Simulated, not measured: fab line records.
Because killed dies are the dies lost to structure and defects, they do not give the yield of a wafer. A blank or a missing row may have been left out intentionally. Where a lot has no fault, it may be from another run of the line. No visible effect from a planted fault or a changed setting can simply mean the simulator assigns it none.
fab line records | flow sfq-line
record lots=5 | wafers=15 | last-day=97
route steps=325 shown M2@102 I2@103
lots that met no fault: taken from a fault-free run of the same line
start-h: start of the lot's first displayed wafer, in hours after the record's first day | wait-h: hours elapsed since this lot's preceding step | " repeats the value in the row above | L1.1+2: a row that stands for several wafers | - value missing, or start not given | * or withheld: withheld | < > ~ a bound
route shown NAME@n: a module of which the file shows steps, and the number in the route of the first | usual: mean/standard deviation taken from wafers without a fault | same: alike in all rows | chamber/n: place in a boat | sites: per-site readings | _std_site: the standard deviation of these | _edge_site: mean of outer sites minus mean of inner sites | radius-mm: how far each site lies from the wafer's centre | mask NAME#n: copy n | behind: tool/chamber where the wafer was last shaped | hold: the reason the lot was held/the length of the hold in hours/how it ended | device: names the non-switching transistor (n, p or np) | end of line: the same wafers' tests at the end of the route | for a step that has no rows: nothing shown but its recipe | killed: dies lost to structure and defects at the first sort, not the wafer's yield | map: shows each die of a wafer: x if killed, . if not, _ if none is there
set.NAME: the setting that was run; set.NAME@STEP: the one run at that earlier step | model.NAME: the simulator's own value behind a step, which no gauge read
lots at some steps of the route; a table a step, a row a wafer
services: when a tool's chamber went out of use (start-h, in hours from the record's first day, below 0 if earlier), for how many hours, and the reason
## steps
# step SFQ_TRILAYER_M2_STRIP_SOLV_CLEAN_062
# recipe chemistry=NMP | temp-c=70 | time-s=600
# step SFQ_TRILAYER_I2_DEP_PECVD_063
# recipe material=SiO2 | temp-c=150 | time-s=111.11 | pressure-torr=2.4 | rf-w=183.3 | precursor=SiH4/N2O | target-thk-nm=500
# usual heater-power-w=72/12 | throttle-valve-pct=24.5/1.5
lot.wafer | tool     | chamber | start-h | wait-h | heater-power-w | throttle-valve-pct
L351.1    | pecvd-03 | 2       | 970.57  | 0.0    | 60             | 23.7
L351.2    | "        | 0       | "       | "      | 83             | 21.6
L351.5    | "        | 2       | "       | "      | 63             | 23.6
L353.2    | pecvd-01 | 1       | 1001.77 | 0.0    | 77             | 23.9
L353.4    | "        | 1       | "       | "      | 79             | 24.3
L353.5    | "        | 2       | "       | "      | 55             | 26.3
L361.2    | pecvd-04 | 0       | 1097.02 | 0.0    | 111            | 24.5
L361.4    | "        | 0       | "       | "      | 94             | 24.7
L361.5    | "        | 2       | "       | "      | 68             | 25.2
L367.1    | pecvd-01 | 0       | 1130.29 | 0.0    | 66             | 26.0
L367.2    | "        | 1       | "       | "      | 82             | 24.4
L367.6    | "        | 0       | "       | "      | 54             | 26.1
L369.2    | pecvd-03 | 1       | 1152.68 | 0.0    | 65             | 23.4
L369.3    | "        | 0       | "       | "      | 68             | 22.0
L369.4    | "        | 1       | "       | "      | 68             | 23.3
# step SFQ_TRILAYER_I2_CMP_CMP_064
# recipe material=SiO2 | down-force-psi=3 | platen-rpm=60 | pad-velocity-m-s=0.94248
# usual motor-current-A=10.6/1.2 | slurry-flow-ml-min=150.1/0.46 | time-to-endpoint-s=215/7.7
lot.wafer | tool   | chamber | start-h | wait-h | motor-current-A | slurry-flow-ml-min | time-to-endpoint-s
L351.2    | cmp-02 | 0       | 971.65  | 1.0    | 9.0             | 150.4              | 215
L351.1    | "      | 1       | "       | "      | 10.7            | 150.7              | 220
L351.5    | "      | 3       | 973.15  | 2.5    | 12.5            | 150.8              | 221
L353.4    | cmp-01 | 1       | 1002.35 | 0.5    | 9.5             | 148.8              | 214
L353.2    | "      | 3       | 1003.35 | 1.5    | 9.8             | 149.8              | 210
L353.5    | "      | 0       | "       | "      | 9.8             | 150.2              | 225
L361.4    | cmp-02 | 1       | 1098.56 | 1.5    | 10.1            | 150.1              | 226
L361.2    | "      | 3       | 1099.56 | 2.5    | 12.2            | 150.6              | 217
L361.5    | "      | 1       | 1100.56 | 3.5    | 10.5            | 150.1              | 221
L367.1    | cmp-01 | 1       | 1130.37 | 0.0    | 10.3            | 149.6              | 213
L367.2    | "      | 0       | 1131.87 | 1.5    | 10.5            | 149.5              | 228
L367.6    | "      | 2       | 1132.87 | 2.5    | 12.1            | 150.7              | 221
L369.2    | cmp-02 | 2       | 1154.61 | 1.9    | 10.4            | 150.2              | 215
L369.4    | "      | 0       | 1155.61 | 2.9    | 8.6             | 150.2              | 224
L369.3    | "      | 1       | "       | "      | 11.2            | 150.3              | 212
# step SFQ_I2_BOW_MEAS_917
# recipe mode=bow
# usual I2_BOW=3/9.7
lot.wafer | tool          | chamber | start-h | wait-h | I2_BOW[um]
L351.1    | film-metro-02 | -       | 973.65  | 1.0    | -3
L351.2    | "             | -       | "       | "      | -1
L351.5    | "             | -       | "       | "      | -6
L353.2    | film-metro-04 | -       | 1004.87 | 1.0    | 5
L353.4    | "             | -       | "       | "      | -20
L353.5    | "             | -       | "       | "      | -6
L361.2    | film-metro-04 | -       | 1101.58 | 1.5    | 21
L361.4    | "             | -       | "       | "      | 8
L361.5    | "             | -       | "       | "      | 16
L367.1    | film-metro-03 | -       | 1133.37 | 2.5    | 17
L367.2    | "             | -       | "       | "      | 6
L367.6    | "             | -       | "       | "      | 0
L369.2    | film-metro-03 | -       | 1157.63 | 2.5    | 15
L369.3    | "             | -       | "       | "      | 21
L369.4    | "             | -       | "       | "      | 19
# step SFQ_TRILAYER_I2_METRO_MEASURE_065
# usual thk-nm=204.9/1.1
lot.wafer | tool          | chamber | start-h | wait-h | thk-nm
L351.1    | film-metro-02 | -       | 973.77  | 0.1    | 206.8
L351.2    | "             | -       | "       | "      | 206.6
L351.5    | "             | -       | "       | "      | 206.1
L353.2    | film-metro-04 | -       | 1005.17 | 0.3    | 204.5
L353.4    | "             | -       | "       | "      | 204.1
L353.5    | "             | -       | "       | "      | 204.1
L361.2    | film-metro-04 | -       | 1101.88 | 0.3    | 204.6
L361.4    | "             | -       | "       | "      | 205.8
L361.5    | "             | -       | "       | "      | 205.1
L367.1    | film-metro-03 | -       | 1133.49 | 0.1    | 205.1
L367.2    | "             | -       | "       | "      | 205.2
L367.6    | "             | -       | "       | "      | 204.9
L369.2    | film-metro-03 | -       | 1157.93 | 0.3    | 204.2
L369.3    | "             | -       | "       | "      | 203.7
L369.4    | "             | -       | "       | "      | 205.3
# step SFQ_TRILAYER_I2_VIA_LITHO_COAT_072
# recipe resist=BARC | spin-rpm=3000 | resist-thk-nm=62
# step SFQ_TRILAYER_I2_VIA_LITHO_COAT_067
# recipe resist=KrF | spin-rpm=3000 | resist-thk-nm=650
# step SFQ_TRILAYER_I2_VIA_LITHO_SOFTBAKE_071
# recipe temp-c=withheld | time-s=withheld | resist=KrF
# step SFQ_TRILAYER_I2_VIA_LITHO_EXPOSE_068
# recipe mask-id=I2 | na=0.6 | source-shape=conventional | sigma-outer=0.65 | target-cd-nm=500 | dose-mj=21.3
# step SFQ_TRILAYER_I2_VIA_LITHO_PEB_070
# recipe peb-temp-c=115 | peb-time-s=60 | resist=KrF
# step SFQ_TRILAYER_I2_VIA_LITHO_DEVELOP_069
# recipe time-s=60 | resist=KrF
# step SFQ_I2_OVL_MEAS_918
# usual I2_OVL=2/5
lot.wafer | tool       | chamber | start-h | wait-h | I2_OVL[nm]
L351.1    | overlay-02 | -       | 990.51  | 0.1    | 6
L351.2    | "          | -       | "       | "      | 5
L351.5    | "          | -       | "       | "      | 7
L353.2    | overlay-02 | -       | 1008.42 | 0.1    | 5
L353.4    | "          | -       | "       | "      | 3
L353.5    | "          | -       | "       | "      | -2
L361.2    | overlay-02 | -       | 1105.13 | 0.1    | 0
L361.4    | "          | -       | "       | "      | -3
L361.5    | "          | -       | "       | "      | 7
L367.1    | overlay-02 | -       | 1281.12 | 0.1    | -3
L367.2    | "          | -       | "       | "      | -4
L367.6    | "          | -       | "       | "      | -1
L369.2    | overlay-02 | -       | 1304.93 | 0.1    | -3
L369.3    | "          | -       | "       | "      | 1
L369.4    | "          | -       | "       | "      | -3
# step SFQ_TRILAYER_I2_VIA_BARC_OPEN_VIA_ETCH_096
# recipe mask-material=PR | chemistry=O2 | target-depth-nm=125 | target=BARC | source-w=500 | bias-w=80 | pressure-mtorr=30 | time-s=41.7
# usual bias-w=80.01/0.24 | drypump-motor-current-A=5.8/0.55 | oes-product-au=0.686/0.0044
lot.wafer | tool        | chamber | start-h | wait-h | bias-w | drypump-motor-current-A | oes-product-au | rf-hours-counter-h
L351.1    | rie-diel-01 | 2       | 990.54  | 0.0    | 79.66  | 5.6                     | 0.684          | 4
L351.2    | "           | 1       | "       | "      | 80.49  | 6.2                     | 0.675          | 4
L351.5    | "           | 2       | "       | "      | 79.77  | 5.6                     | 0.683          | -
L353.2    | rie-diel-04 | 1       | 1008.45 | 0.0    | 79.62  | 5.4                     | 0.683          | 15
L353.4    | "           | 0       | "       | "      | 80.08  | 5.7                     | 0.687          | 8
L353.5    | "           | 0       | "       | "      | 79.97  | 5.6                     | 0.686          | -
L361.2    | rie-diel-04 | 1       | 1105.16 | 0.0    | 79.59  | 5.4                     | 0.684          | 16
L361.4    | "           | 0       | "       | "      | 80.04  | 5.6                     | 0.688          | 10
L361.5    | "           | 3       | "       | "      | 86.90  | 4.7                     | 0.687          | -
L367.1    | rie-diel-01 | 0       | 1281.16 | 0.0    | 79.83  | 6.3                     | 0.686          | 1
L367.2    | "           | 1       | "       | "      | 79.66  | 6.3                     | 0.686          | 9
L367.6    | "           | 1       | "       | "      | 79.58  | 6.3                     | 0.685          | -
L369.2    | rie-diel-02 | 1       | 1304.96 | 0.0    | 79.72  | 6.6                     | 0.694          | 7
L369.3    | "           | 2       | "       | "      | 80.05  | 5.7                     | 0.689          | 8
L369.4    | "           | 0       | "       | "      | 79.94  | 6.1                     | 0.689          | 12
# step SFQ_TRILAYER_I2_VIA_ETCH_VIA_ETCH_070
# recipe target=SiO2 | stop-on=Nb | mask-material=PR | taper-deg=20 | chemistry=CHF3 | target-depth-nm=260 | source-w=500 | bias-w=80 | pressure-mtorr=30 | time-s=withheld
# usual bias-w=80.01/0.24 | drypump-motor-current-A=5.8/0.55 | oes-product-au=0.866/0.0051
lot.wafer | tool        | chamber | start-h | wait-h | bias-w | drypump-motor-current-A | oes-product-au
L351.1    | rie-diel-01 | 2       | 990.58  | 0.0    | 79.80  | 5.6                     | 0.877
L351.2    | "           | 1       | "       | "      | 80.33  | 6.3                     | 0.870
L351.5    | "           | 2       | "       | "      | 79.73  | 5.6                     | 0.862
L353.2    | rie-diel-04 | 1       | 1008.49 | 0.0    | 80.00  | 5.4                     | 0.858
L353.4    | "           | 0       | "       | "      | 80.08  | 5.7                     | 0.864
L353.5    | "           | 0       | "       | "      | 79.72  | 5.7                     | 0.863
L361.2    | rie-diel-04 | 1       | 1105.20 | 0.0    | 80.05  | 5.4                     | 0.869
L361.4    | "           | 0       | "       | "      | 80.45  | 5.7                     | 0.862
L361.5    | "           | 3       | "       | "      | 80.42  | 4.7                     | 0.860
L367.1    | rie-diel-01 | 0       | 1281.20 | 0.0    | 80.19  | 6.3                     | 0.866
L367.2    | "           | 1       | "       | "      | 80.18  | 6.2                     | 0.872
L367.6    | "           | 1       | "       | "      | 79.93  | 6.3                     | 0.864
L369.2    | rie-diel-02 | 1       | 1305.00 | 0.0    | 80.12  | 6.6                     | 0.869
L369.3    | "           | 2       | "       | "      | 79.75  | 5.7                     | 0.861
L369.4    | "           | 0       | "       | "      | 80.05  | 6.0                     | 0.864
## services
tool          | chamber | start-h | hours | kind
cmp-01        | -       | 966.33  | 1.7   | repair
cmp-02        | -       | 979.40  | 1.6   | repair
cmp-01        | -       | 982.46  | 11.6  | repair
pecvd-01      | 0       | 990.12  | 4.4   | repair
cmp-02        | -       | 1000.15 | 0.8   | repair
pecvd-03      | -       | 1014.89 | 6.0   | pm
cmp-01        | -       | 1015.29 | 1.1   | repair
pecvd-01      | -       | 1020.77 | 1.1   | repair
cmp-01        | -       | 1022.37 | 7.0   | pm
film-metro-04 | -       | 1023.00 | 0.3   | pm
film-metro-04 | -       | 1026.01 | 0.1   | pm
rie-diel-04   | 2       | 1062.87 | 2.8   | repair
cmp-02        | -       | 1075.39 | 5.9   | pm
cmp-02        | -       | 1091.56 | 4.0   | pm
cmp-02        | -       | 1138.63 | 1.0   | repair
rie-diel-01   | 2       | 1194.57 | 8.2   | repair
cmp-02        | -       | 1199.33 | 3.7   | pm
rie-diel-01   | 3       | 1234.41 | 9.0   | repair
rie-diel-01   | 3       | 1247.22 | 7.6   | repair
cmp-02        | -       | 1260.49 | 0.8   | repair
rie-diel-01   | 3       | 1263.96 | 3.9   | repair
rie-diel-01   | 3       | 1277.77 | 8.4   | repair
rie-diel-04   | 2       | 1294.29 | 6.7   | repair
rie-diel-01   | 0       | 1304.62 | 1.5   | repair
## key
first-sign step=SFQ_TRILAYER_I2_VIA_BARC_OPEN_VIA_ETCH_096 | reading=bias-w | direction=up | sigmas=29 | usual=80.01 | struck=86.90
effect none on later readings
met-at SFQ_TRILAYER_I2_VIA_BARC_OPEN_VIA_ETCH_096
struck-wafers L361.5
fault kind=process-parameter-drift | tool=rie-diel-04 | chamber=3 | onset-h=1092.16 | steps=SFQ_TRILAYER_I2_VIA_BARC_OPEN_VIA_ETCH_096 | channel=bias-w | offset=6.6316 | shape=step | end-h=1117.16 | acts-in=these-recipes-only | stated=80
